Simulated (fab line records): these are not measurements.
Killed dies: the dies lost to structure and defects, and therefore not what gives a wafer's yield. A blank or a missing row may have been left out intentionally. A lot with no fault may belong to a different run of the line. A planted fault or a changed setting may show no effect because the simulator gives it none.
Lot-split experiment :: flow gf180mcu :: on a route of 602 steps: 5 lots, 23 wafers read

ON THE SPLIT
At GF_V1_CMP_04 (polishes SiO2), the setting leaveAboveRefNm was moved away from the recipe's 632.5 nm on 11 of the 23 wafers read, by -6.9% to +6.3%. The other wafers ran this setting at the recipe's value.

FROM THE SPLIT TO THE READING: what the file shows between them, 2 steps
- GF_V1_DEHYDRATE_06: time 60 s
- GF_V1_ETCH_16: etches BARC in N2/H2

THE READING
oesProductAu, in a.u., at GF_V1_ETCH_17 (etches SiO2 in C4F8/O2/Ar, stops on TiN, target depth 630 nm). A value of 0.856 a.u. with a standard deviation of 0.0037 a.u. is what fault-free wafers of this fab line usually give.

wafer: L074.1
tool, chamber at the split: cmp-02, 2
leaveAboveRefNm as run, nm: 632.5
against the recipe: recipe
oesProductAu, a.u.: 0.851
against lot-mates on the recipe: -

wafer: L074.2
tool, chamber at the split: cmp-02, 3
leaveAboveRefNm as run, nm: 632.5
against the recipe: recipe
oesProductAu, a.u.: 0.855
against lot-mates on the recipe: -

wafer: L074.3
tool, chamber at the split: cmp-02, 0
leaveAboveRefNm as run, nm: 658.8
against the recipe: +4.2%
oesProductAu, a.u.: 0.882
against lot-mates on the recipe: +0.029

wafer: L074.5
tool, chamber at the split: cmp-02, 3
leaveAboveRefNm as run, nm: 658.8
against the recipe: +4.2%
oesProductAu, a.u.: 0.880
against lot-mates on the recipe: +0.027

wafer: L074.6
tool, chamber at the split: cmp-02, 0
leaveAboveRefNm as run, nm: 658.8
against the recipe: +4.2%
oesProductAu, a.u.: 0.875
against lot-mates on the recipe: +0.022

wafer: L076.1
tool, chamber at the split: cmp-01, 1
leaveAboveRefNm as run, nm: 632.5
against the recipe: recipe
oesProductAu, a.u.: 0.861
against lot-mates on the recipe: -

wafer: L076.3
tool, chamber at the split: cmp-01, 2
leaveAboveRefNm as run, nm: 632.5
against the recipe: recipe
oesProductAu, a.u.: 0.856
against lot-mates on the recipe: -

wafer: L076.6
tool, chamber at the split: cmp-01, 3
leaveAboveRefNm as run, nm: 632.5
against the recipe: recipe
oesProductAu, a.u.: 0.849
against lot-mates on the recipe: -

wafer: L080.1
tool, chamber at the split: cmp-01, 0
leaveAboveRefNm as run, nm: 632.5
against the recipe: recipe
oesProductAu, a.u.: 0.858
against lot-mates on the recipe: -

wafer: L080.2
tool, chamber at the split: cmp-01, 2
leaveAboveRefNm as run, nm: 632.5
against the recipe: recipe
oesProductAu, a.u.: 0.858
against lot-mates on the recipe: -

wafer: L080.3
tool, chamber at the split: cmp-01, 1
leaveAboveRefNm as run, nm: 604.4
against the recipe: -4.4%
oesProductAu, a.u.: 0.837
against lot-mates on the recipe: -0.021

wafer: L080.4
tool, chamber at the split: cmp-01, 3
leaveAboveRefNm as run, nm: 604.4
against the recipe: -4.4%
oesProductAu, a.u.: 0.833
against lot-mates on the recipe: -0.025

wafer: L080.5
tool, chamber at the split: cmp-01, 2
leaveAboveRefNm as run, nm: 604.4
against the recipe: -4.4%
oesProductAu, a.u.: 0.837
against lot-mates on the recipe: -0.021

wafer: L082.1
tool, chamber at the split: cmp-01, 0
leaveAboveRefNm as run, nm: 588.7
against the recipe: -6.9%
oesProductAu, a.u.: 0.831
against lot-mates on the recipe: -0.024

wafer: L082.2
tool, chamber at the split: cmp-01, 1
leaveAboveRefNm as run, nm: 588.7
against the recipe: -6.9%
oesProductAu, a.u.: 0.819
against lot-mates on the recipe: -0.036

wafer: L082.3
tool, chamber at the split: cmp-01, 2
leaveAboveRefNm as run, nm: 588.7
against the recipe: -6.9%
oesProductAu, a.u.: 0.824
against lot-mates on the recipe: -0.031

wafer: L082.4
tool, chamber at the split: cmp-01, 3
leaveAboveRefNm as run, nm: 632.5
against the recipe: recipe
oesProductAu, a.u.: 0.852
against lot-mates on the recipe: -

wafer: L082.6
tool, chamber at the split: cmp-01, 3
leaveAboveRefNm as run, nm: 632.5
against the recipe: recipe
oesProductAu, a.u.: 0.857
against lot-mates on the recipe: -

wafer: L083.1
tool, chamber at the split: cmp-01, 1
leaveAboveRefNm as run, nm: 632.5
against the recipe: recipe
oesProductAu, a.u.: 0.853
against lot-mates on the recipe: -

wafer: L083.3
tool, chamber at the split: cmp-01, 3
leaveAboveRefNm as run, nm: 632.5
against the recipe: recipe
oesProductAu, a.u.: 0.858
against lot-mates on the recipe: -

wafer: L083.4
tool, chamber at the split: cmp-01, 2
leaveAboveRefNm as run, nm: 672.6
against the recipe: +6.3%
oesProductAu, a.u.: 0.892
against lot-mates on the recipe: +0.038

wafer: L083.5
tool, chamber at the split: cmp-01, 3
leaveAboveRefNm as run, nm: 632.5
against the recipe: recipe
oesProductAu, a.u.: 0.852
against lot-mates on the recipe: -

wafer: L083.6
tool, chamber at the split: cmp-01, 0
leaveAboveRefNm as run, nm: 672.6
against the recipe: +6.3%
oesProductAu, a.u.: 0.882
against lot-mates on the recipe: +0.028

FIT RESULTS
A straight line over all 23 wafers: oesProductAu changes by +0.00479 a.u. for each +1% of leaveAboveRefNm; r = +0.98; the points scatter about the line by 0.0041 a.u.
The same after taking each lot's own level away (the mean of its wafers on the recipe; 23 wafers): +0.00497 a.u. for each +1%; r = +0.98; scatter 0.0043 a.u.
Per that fit: largest leaveAboveRefNm move, reading shift of 0.034 a.u.
Measured against the standard deviation above, the lots' own levels, which go from 0.8530 to 0.8580 a.u., span 1.4 times it.
The two slopes agree, so the slope changes little with the lot-to-lot level.
Check: for one of the wafers moved furthest among these (-6.9%), held out of the fit, the line's prediction against its lot-mates is -0.0351 a.u. It came out at -0.0235 a.u. against them.
Tool readings at the split's step, against how far the setting was moved: timeToEndpointS r = -0.61.

THESE WAFERS: OTHER SPLITS
These wafers also went through other splits before the reading. Each is held against what the fit with the lots' levels taken away leaves over:
other split on the same wafers: GF_V1_CVD_02 timeS
wafers away from the commonest value: 9
r with oesProductAu (lot level and that fit taken away): +0.10

THE WHOLE CHAIN: every reading that the file lists as answering this split, in the file's order
step: GF_V1_CMP_04
what it does: polishes SiO2
reading: SiO2_of_V1_CVD_02.thkNm (the simulator's own value, which no gauge read)
change (the file's fit): +6.44 nm for each +1% of the setting
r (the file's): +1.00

step: GF_V1_ETCH_17
what it does: etches SiO2 in C4F8/O2/Ar, stops on TiN, target depth 630 nm
reading: oesProductAu
change (the file's fit): +0.00493 a.u. for each +1% of the setting
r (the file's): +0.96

step: GF_V1_ETCH_17
what it does: etches SiO2 in C4F8/O2/Ar, stops on TiN, target depth 630 nm
reading: V1.featureDepthNm (the simulator's own value, which no gauge read)
change (the file's fit): +6.44 nm for each +1% of the setting
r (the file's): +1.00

THE FILE'S OWN FIT
oesProductAu changes by +0.00493 a.u. for each +1% of leaveAboveRefNm, r = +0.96.
